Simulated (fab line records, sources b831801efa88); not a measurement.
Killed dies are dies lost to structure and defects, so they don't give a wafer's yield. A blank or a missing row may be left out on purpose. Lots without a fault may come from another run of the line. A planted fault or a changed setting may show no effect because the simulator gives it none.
fab line records | flow sfq_line
record lots=14 wafers=42 last_day=95
route steps=325 shown I5@238 C5@246 M6@264 I7@296 M8@315
lots that met no fault: from a run of the same line without faults
start_h: hours from the record's first day to the start of the lot's first wafer shown | wait_h: hours since the lot's step before | " the same as in the row above | L1.1+2: a row that stands for several wafers | - no value, or no start given | * or withheld: withheld | < > ~ a bound
route shown NAME@n: a module of which the file shows steps, and the number in the route of the first | usual: mean/standard deviation of fault-free wafers | same: alike in all rows | chamber/n: place in a boat | sites: the reading at each site | _std_site: their standard deviation | _edge_site: outer sites' mean less inner sites' | radius_mm: how far each site lies from the wafer's centre | mask NAME#n: copy n | behind: the tool/chamber that last shaped the wafer | hold: why the lot was held/for how many hours/how that ended | device: the transistor (n, p or np) that didn't switch | end of line: the same wafers' tests at the end of the route | a step without rows: its recipe alone | killed: dies lost to structure and defects at the first sort, not the wafer's yield | map: a wafer's dies, x killed, . not, _ none there
set.NAME: the setting as run; set.NAME@STEP: as run at that earlier step | model.NAME: the simulator's own value behind a step, which no gauge read
steps of the route over a sample of lots; a table a step, a row a wafer
services: from which hour (start_h, from the record's first day; less than 0 if before it) a tool's chamber was out of use, for how many hours, and why
## steps
# step SFQ_TRILAYER_I5_STRIP_STRIP_148
# recipe gas=O2 power_w=200 platen_temp_c=40 overash_fraction=0.65 chemistry=O2 pressure_mtorr=50
# usual drypump_motor_current_A=5.6/0.33 oes_product_au=1.002/0.0083
# same overash_fraction=0.65
# columns lot.wafer tool chamber start_h wait_h drypump_motor_current_A oes_product_au rf_hours_counter_h
L930.2 rie_metal-02 1 1448.84 - 6.3 1.000 130
L930.3 " 0 " " 5.4 0.999 -
L930.4 " 1 " " 6.2 1.003 -
L931.3 rie_metal-03 1 1531.43 - 5.3 0.989 -
L931.4 " 0 " " 5.4 1.013 -
L931.6 " 1 " " 5.3 0.995 -
L932.1 rie_metal-02 1 1532.43 - 6.2 0.986 1
L932.4 " 0 " " 5.4 1.005 -
L932.5 " 0 " " 5.4 0.997 -
L935.1 rie_metal-02 1 1714.53 - 6.2 1.005 23
L935.3 " 0 " " 5.4 1.005 -
L935.4 " 1 " " 6.2 1.004 -
L944.1 rie_metal-03 0 1755.26 - 5.4 1.005 69
L944.2 " 1 " " 5.3 0.983 55
L944.6 " 0 " " 5.4 1.006 -
L945.1 rie_metal-03 0 1763.66 - 5.3 1.011 71
L945.2 " 1 " " 5.3 0.992 57
L945.6 " 0 " " 5.4 1.007 -
L946.1 rie_metal-03 1 1768.46 - 5.3 0.997 58
L946.2 " 0 " " 5.3 1.006 72
L946.6 " 0 " " 5.4 0.998 -
L947.2 rie_metal-01 0 1769.66 - 5.9 1.008 97
L947.3 " 1 " " 5.4 1.020 -
L947.4 " 0 " " 5.9 1.000 -
L948.1 rie_metal-03 0 1770.86 - 5.4 1.000 73
L948.5 " 0 " " 5.4 1.007 -
L948.6 " 1 " " 5.3 0.982 -
L949.1 rie_metal-01 1 1772.06 - 5.4 1.009 117
L949.2 " 0 " " 5.9 0.998 97
L949.5 " 0 " " 5.9 1.003 -
L950.2 rie_metal-01 1 1774.46 - 5.5 1.009 117
L950.4 " 1 " " 5.5 1.015 -
L950.6 " 0 " " 5.9 1.007 -
L951.2 rie_metal-03 1 1792.26 - 5.3 0.998 63
L951.3 " 0 " " 5.4 1.013 -
L951.4 " 1 " " 5.3 1.004 -
L952.3 rie_metal-01 0 1798.30 - 5.9 1.018 -
L952.4 " 1 " " 5.5 1.025 -
L952.6 " 0 " " 5.9 1.013 -
L953.1 rie_metal-02 1 1799.20 - 6.3 0.998 39
L953.3 " 0 " " 5.4 0.993 -
L953.6 " 0 " " 5.4 0.992 -
# step SFQ_C5_OVL_MEAS_937
# usual C5_OVL=-1/5.4
# columns lot.wafer tool chamber start_h wait_h C5_OVL[nm]
L930.2 overlay-01 - 1465.86 0.1 2
L930.3 " - " " -3
L930.4 " - " " 0
L931.3 overlay-01 - 1540.74 0.1 -2
L931.4 " - " " 4
L931.6 " - " " -2
L932.1 overlay-01 - 1541.93 0.1 -2
L932.4 " - " " -11
L932.5 " - " " -1
L935.1 overlay-01 - 1808.58 0.1 -2
L935.3 " - " " -8
L935.4 " - " " 1
L944.1 overlay-02 - 1845.78 0.1 -4
L944.2 " - " " 3
L944.6 " - " " -1
L945.1 overlay-01 - 1851.78 0.1 -2
L945.2 " - " " -3
L945.6 " - " " -1
L946.1 overlay-01 - 1856.58 0.1 -10
L946.2 " - " " -12
L946.6 " - " " -12
L947.2 overlay-01 - 1858.98 0.1 -2
L947.3 " - " " -2
L947.4 " - " " -6
L948.1 overlay-01 - 1860.18 0.1 -17
L948.5 " - " " -10
L948.6 " - " " -9
L949.1 overlay-02 - 1862.58 0.1 0
L949.2 " - " " -1
L949.5 " - " " -1
L950.2 overlay-01 - 1866.18 0.1 3
L950.4 " - " " 0
L950.6 " - " " 1
L951.2 overlay-01 - 1887.30 0.1 1
L951.3 " - " " 0
L951.4 " - " " 4
L952.3 overlay-02 - 1891.91 0.1 -1
L952.4 " - " " 9
L952.6 " - " " 5
L953.1 overlay-02 - 1893.10 0.1 3
L953.3 " - " " 0
L953.6 " - " " 1
# step SFQ_TRILAYER_M6_STRIP_STRIP_163
# recipe gas=O2 power_w=200 platen_temp_c=40 overash_fraction=0.65 chemistry=O2 pressure_mtorr=50
# usual drypump_motor_current_A=5.9/0.32 oes_product_au=1.006/0.008
# same overash_fraction=0.65
# columns lot.wafer tool chamber start_h wait_h drypump_motor_current_A oes_product_au rf_hours_counter_h
L930.2 rie_metal-04 0 1599.16 0.1 6.2 1.017 84
L930.3 " 1 " " 6.0 1.009 -
L930.4 " 0 " " 6.2 1.020 -
L931.3 rie_metal-04 1 1667.89 0.2 6.1 1.004 -
L931.4 " 0 " " 6.2 1.005 -
L931.6 " 1 " " 6.0 1.010 -
L932.1 rie_metal-02 1 1672.49 0.1 6.2 0.999 18
L932.4 " 0 " " 5.4 1.010 -
L932.5 " 0 " " 5.4 1.012 -
L935.1 rie_metal-02 0 1898.49 0.1 5.4 1.007 114
L935.3 " 1 " " 6.2 1.001 -
L935.4 " 0 " " 5.4 1.012 -
L944.1 rie_metal-02 0 1939.12 0.1 5.4 1.001 121
L944.2 " 1 " " 6.2 0.991 59
L944.6 " 0 " " 5.4 0.991 -
L945.1 rie_metal-04 1 1945.38 0.1 6.1 1.017 24
L945.2 " 0 " " 6.2 1.010 136
L945.6 " 1 " " 6.1 1.013 -
L946.1 rie_metal-04 1 1950.10 0.2 6.0 1.010 25
L946.2 " 1 " " 6.1 1.009 -
L946.6 " 1 " " 6.1 1.000 -
L947.2 rie_metal-04 1 1953.70 0.4 6.0 1.007 -
L947.3 " 1 " " 6.0 1.018 -
L947.4 " 1 " " 6.1 1.011 -
L948.1 rie_metal-04 1 1955.90 0.2 6.1 1.006 27
L948.5 " 1 " " 6.0 0.997 -
L948.6 " 1 " " 6.0 0.995 -
L949.1 rie_metal-04 1 1959.50 0.2 6.0 1.006 29
L949.2 " 1 " " 6.1 1.014 -
L949.5 " 1 " " 6.1 1.011 -
L950.2 rie_metal-02 0 1962.92 0.1 5.4 0.991 125
L950.4 " 1 " " 6.2 0.991 -
L950.6 " 1 " " 6.2 0.985 -
L951.2 rie_metal-01 1 1983.83 0.4 5.4 1.010 -
L951.3 " 1 " " 5.4 1.016 -
L951.4 " 1 " " 5.5 1.016 -
L952.3 rie_metal-01 1 1991.23 0.5 5.4 1.007 -
L952.4 " 1 " " 5.5 1.010 -
L952.6 " 1 " " 5.4 0.996 -
L953.1 rie_metal-04 1 1991.85 0.1 6.1 1.004 35
L953.3 " 0 " " 6.2 1.017 -
L953.6 " 1 " " 6.1 0.996 -
# step SFQ_TRILAYER_I7_DEP_PECVD_183
# recipe material=SiO2 temp_c=150 time_s=111.11 pressure_torr=2.4 rf_w=183.3 precursor=SiH4/N2O target_thk_nm=500
# usual chamber_pressure_Torr=2.400/0.0057 heater_power_outer_w=28/7.9 heater_power_w=80/11 throttle_valve_pct=24.4/1.5
# columns lot.wafer tool chamber start_h wait_h chamber_pressure_Torr heater_power_outer_w heater_power_w throttle_valve_pct
L930.2 pecvd-04 0 1724.72 0.0 2.408 28 78 22.6
L930.3 " 1 " " 2.402 35 94 22.8
L930.4 " 1 " " 2.399 38 96 22.6
L931.3 pecvd-02 1 1796.25 0.0 2.406 32 86 25.1
L931.4 " 0 " " 2.393 22 59 25.3
L931.6 " 2 " " 2.408 43 101 24.1
L932.1 pecvd-01 2 1797.45 0.0 2.401 30 84 26.0
L932.4 " 2 " " 2.380 33 86 25.7
L932.5 " 1 " " 2.400 26 83 24.1
L935.1 pecvd-01 2 2003.44 0.0 2.407 35 88 26.1
L935.3 " 1 " " 2.405 23 77 24.0
L935.4 " 1 " " 2.404 25 80 24.0
L944.1 pecvd-04 0 2040.77 0.0 - - - -
L944.2 " 1 " " - - - -
L944.6 " 0 " " - - - -
L945.1 pecvd-04 0 2047.97 0.0 - - - -
L945.2 " 2 " " - - - -
L945.6 " 0 " " - - - -
L946.1 pecvd-02 0 2053.97 0.0 2.402 28 65 26.8
L946.2 " 2 " " 2.393 33 89 24.7
L946.6 " 0 " " 2.406 18 51 26.6
L947.2 pecvd-04 2 2061.19 0.0 2.402 23 75 24.2
L947.3 " 0 " " 2.396 39 92 23.6
L947.4 " 1 " " 2.397 37 98 24.2
L948.1 pecvd-04 2 2064.77 0.0 2.401 23 73 24.4
L948.5 " 0 " " 2.392 38 89 23.9
L948.6 " 2 " " 2.411 24 72 24.1
L949.1 pecvd-01 1 2070.55 0.0 2.399 23 76 21.3
L949.2 " 0 " " 2.398 18 75 22.9
L949.5 " 0 " " 2.399 20 78 22.9
L950.2 pecvd-04 0 2076.55 0.0 2.400 34 83 23.7
L950.4 " 1 " " 2.400 26 82 24.1
L950.6 " 1 " " 2.395 30 85 23.9
L951.2 pecvd-01 0 2092.41 0.0 2.397 17 74 23.1
L951.3 " 1 " " 2.409 24 77 21.3
L951.4 " 2 " " 2.401 31 82 23.9
L952.3 pecvd-01 0 2098.15 0.0 2.403 22 79 23.1
L952.4 " 1 " " 2.407 19 69 21.5
L952.6 " 2 " " 2.400 31 81 23.9
L953.1 pecvd-04 0 2099.35 0.0 2.398 39 91 23.8
L953.3 " 1 " " 2.408 34 92 24.1
L953.6 " 2 " " 2.393 25 75 24.0
# step SFQ_TRILAYER_I7_METRO_MEASURE_185
# columns lot.wafer tool chamber start_h wait_h
L930.2+3+4 film_metro-03 - 1728.11 0.3
L931.3+4+6 film_metro-02 - 1799.85 0.5
L932.1+4+5 film_metro-03 - 1800.65 0.1
L935.1+3+4 film_metro-02 - 2010.40 0.1
L944.1+2+6 film_metro-04 - 2049.40 0.1
L945.1+2+6 film_metro-04 - 2055.40 0.1
L946.1+2+6 film_metro-02 - 2061.40 0.1
L947.2+3+4 film_metro-04 - 2066.46 0.3
L948.1+5+6 film_metro-02 - 2069.26 0.1
L949.1+2+5 film_metro-02 - 2073.75 0.1
L950.2+4+6 film_metro-04 - 2079.99 0.3
L951.2+3+4 film_metro-02 - 2104.15 0.3
L952.3+4+6 film_metro-02 - 2108.17 0.5
L953.1+3+6 film_metro-03 - 2110.77 0.1
# step SFQ_TRILAYER_I7_VIA_ETCH_VIA_ETCH_190
# recipe target=SiO2 stop_on=Nb mask_material=PR taper_deg=20 chemistry=CHF3 target_depth_nm=260 source_w=500 bias_w=80 pressure_mtorr=30 time_s=withheld
# usual drypump_motor_current_A=5.65/0.28 oes_product_au=0.855/0.0056
# columns lot.wafer tool chamber start_h wait_h drypump_motor_current_A oes_product_au
L930.2 rie_diel-03 3 1821.85 0.0 5.92 0.860
L930.3 " 2 " " 5.54 0.849
L930.4 " 0 " " 5.66 0.849
L931.3 rie_diel-01 2 1887.45 0.0 6.05 0.845
L931.4 " 3 " " 5.66 0.847
L931.6 " 3 " " 5.66 0.856
L932.1 rie_diel-03 0 1889.85 0.0 5.67 0.852
L932.4 " 3 " " 5.91 0.860
L932.5 " 3 " " 5.93 0.857
L935.1 rie_diel-03 0 2085.23 0.0 5.65 0.853
L935.3 " 1 " " 5.74 0.848
L935.4 " 1 " " 5.70 0.852
L944.1 rie_diel-03 0 2129.63 0.0 5.65 0.373
L944.2 " 1 " " 5.74 0.378
L944.6 " 2 " " 5.54 0.372
L945.1 rie_diel-02 2 2138.15 0.0 5.13 0.373
L945.2 " 0 " " 5.64 0.370
L945.6 " 2 " " 5.13 0.373
L946.1 rie_diel-03 0 2142.95 0.0 5.64 0.838
L946.2 " 2 " " 5.56 0.848
L946.6 " 2 " " 5.55 0.862
L947.2 rie_diel-03 1 2150.32 0.0 5.76 0.854
L947.3 " 2 " " 5.55 0.846
L947.4 " 3 " " 5.92 0.861
L948.1 rie_diel-02 3 2155.12 0.0 6.01 0.871
L948.5 " 2 " " 5.11 0.863
L948.6 " 1 " " 5.89 0.861
L949.1 rie_diel-02 3 2161.12 0.0 6.00 0.841
L949.2 " 2 " " 5.11 0.853
L949.5 " 2 " " 5.12 0.845
L950.2 rie_diel-02 0 2167.12 0.0 5.65 0.860
L950.4 " 2 " " 5.14 0.849
L950.6 " 1 " " 5.88 0.850
L951.2 rie_diel-01 1 2185.12 0.0 5.29 0.861
L951.3 " 0 " " 5.38 0.865
L951.4 " 3 " " 5.65 0.853
L952.3 rie_diel-01 2 2189.92 0.0 6.00 0.844
L952.4 " 3 " " 5.67 0.855
L952.6 " 1 " " 5.27 0.850
L953.1 rie_diel-03 2 2191.12 0.0 5.53 0.860
L953.3 " 1 " " 5.73 0.850
L953.6 " 1 " " 5.71 0.859
# step SFQ_TRILAYER_M8_LITHO_EXPOSE_194
# recipe mask_id=M8 na=0.6 source_shape=conventional sigma_outer=0.65 target_cd_nm=2000 dose_mj=14.4
# usual exposure_dose_mJ_cm2=14.402/0.015 focus_offset_nm=-0.1/0.54 reticle_temp_C=22.98/0.11
# columns lot.wafer tool chamber start_h wait_h mask exposure_dose_mJ_cm2 focus_offset_nm reticle_temp_C
L930.2 krf_scanner-02 0 1907.77 - M8#0 14.398 -0.3 23.04
L930.3 " 0 " " M8#0 14.379 -0.6 22.97
L930.4 " 0 " " M8#0 14.390 -1.2 22.82
L931.3 krf_scanner-02 0 1984.52 - M8#0 14.395 -0.1 22.84
L931.4 " 0 " " M8#0 14.395 -1.3 22.98
L931.6 " 0 " " M8#0 14.417 -1.0 22.92
L932.1 krf_scanner-02 0 1986.52 - M8#0 14.375 -0.1 23.12
L932.4 " 0 " " M8#0 14.386 -0.1 22.91
L932.5 " 0 " " M8#0 14.400 -0.6 23.03
L935.1 krf_scanner-02 0 2087.42 - M8#0 14.417 0.4 22.84
L935.3 " 0 " " M8#0 14.379 0.1 22.97
L935.4 " 0 " " M8#0 14.399 -0.1 23.01
L944.1 krf_scanner-01 - 2132.53 - M8#0 - - -
L944.2 " - " " M8#0 - - -
L944.6 " - " " M8#0 - - -
L945.1 krf_scanner-01 - 2140.34 - M8#0 - - -
L945.2 " - " " M8#0 - - -
L945.6 " - " " M8#0 - - -
L946.1 krf_scanner-01 0 2145.14 - M8#0 14.389 -0.1 22.93
L946.2 " 0 " " M8#0 14.408 -0.6 22.96
L946.6 " 0 " " M8#0 14.402 -0.6 22.85
L947.2 krf_scanner-01 0 2216.56 - M8#0 14.403 -0.2 22.87
L947.3 " 0 " " M8#0 14.424 -0.6 22.81
L947.4 " 0 " " M8#0 14.390 0.1 22.91
L948.1 krf_scanner-02 0 2222.80 - M8#0 14.373 0.5 23.01
L948.5 " 0 " " M8#0 14.399 -0.4 22.88
L948.6 " 0 " " M8#0 14.383 0.7 22.92
L949.1 krf_scanner-02 0 2232.40 - M8#0 14.384 -0.4 23.03
L949.2 " 0 " " M8#0 14.389 -0.2 23.08
L949.5 " 0 " " M8#0 14.407 -0.4 23.06
L950.2 krf_scanner-02 0 2242.20 - M8#0 14.397 -0.1 23.07
L950.4 " 0 " " M8#0 14.413 0.3 22.95
L950.6 " 0 " " M8#0 14.415 0.0 23.04
L951.2 krf_scanner-02 0 2264.01 - M8#0 14.403 -0.1 23.02
L951.3 " 0 " " M8#0 14.401 -0.5 22.99
L951.4 " 0 " " M8#0 14.373 0.5 22.93
L952.3 krf_scanner-02 0 2269.01 - M8#0 14.410 -1.1 22.94
L952.4 " 0 " " M8#0 14.384 -1.0 23.09
L952.6 " 0 " " M8#0 14.399 -0.7 22.88
L953.1 krf_scanner-02 0 2269.81 - M8#0 14.398 0.1 22.86
L953.3 " 0 " " M8#0 14.404 0.7 22.89
L953.6 " 0 " " M8#0 14.410 0.2 22.94
## services
# columns tool chamber start_h hours kind
krf_scanner-02 - 1442.60 1.0 pm
krf_scanner-02 - 1468.48 1.2 repair
krf_scanner-02 - 1481.09 0.7 repair
krf_scanner-02 - 1510.67 0.4 repair
krf_scanner-02 - 1522.51 0.8 pm
krf_scanner-02 - 1540.33 1.3 pm
krf_scanner-02 - 1589.03 3.6 pm
krf_scanner-02 - 1611.60 1.0 pm
krf_scanner-02 - 1691.16 0.8 pm
krf_scanner-02 - 1702.84 0.6 repair
krf_scanner-02 - 1707.88 9.4 repair
krf_scanner-02 - 1717.31 1.3 pm
krf_scanner-02 - 1781.14 1.0 pm
krf_scanner-02 - 1799.24 14.9 repair
krf_scanner-02 - 1860.00 0.8 pm
krf_scanner-02 - 1891.87 1.3 pm
krf_scanner-02 - 1950.60 1.0 pm
krf_scanner-02 - 1973.60 3.3 repair
krf_scanner-02 - 2024.92 3.0 pm
krf_scanner-02 - 2067.07 1.3 pm
krf_scanner-02 - 2118.60 1.0 pm
krf_scanner-02 - 2146.18 4.4 pm
krf_scanner-02 - 2150.55 4.0 pm
krf_scanner-02 - 2193.53 1.0 repair
## key
first_sign step=SFQ_TRILAYER_I7_DEP_PECVD_183 reading=tool_record direction=missing
effect step=SFQ_TRILAYER_I7_VIA_ETCH_VIA_ETCH_190 reading=oes_product_au direction=down sigmas=86 usual=0.855 struck=0.373
effect step=SFQ_TRILAYER_M8_LITHO_EXPOSE_194 reading=tool_record direction=missing
met_at SFQ_TRILAYER_I7_DEP_PECVD_183
struck_lots L944,L945
not_acting_at SFQ_TRILAYER_I5_STRIP_STRIP_148,SFQ_C5_OVL_MEAS_937,SFQ_TRILAYER_M6_STRIP_STRIP_163
onset_between 1724.72 2040.77
fault kind=skipped_step_whole tool=pecvd-04 chamber=- onset_h=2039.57 steps=SFQ_TRILAYER_I7_DEP_PECVD_183 scope=struck_lots_only
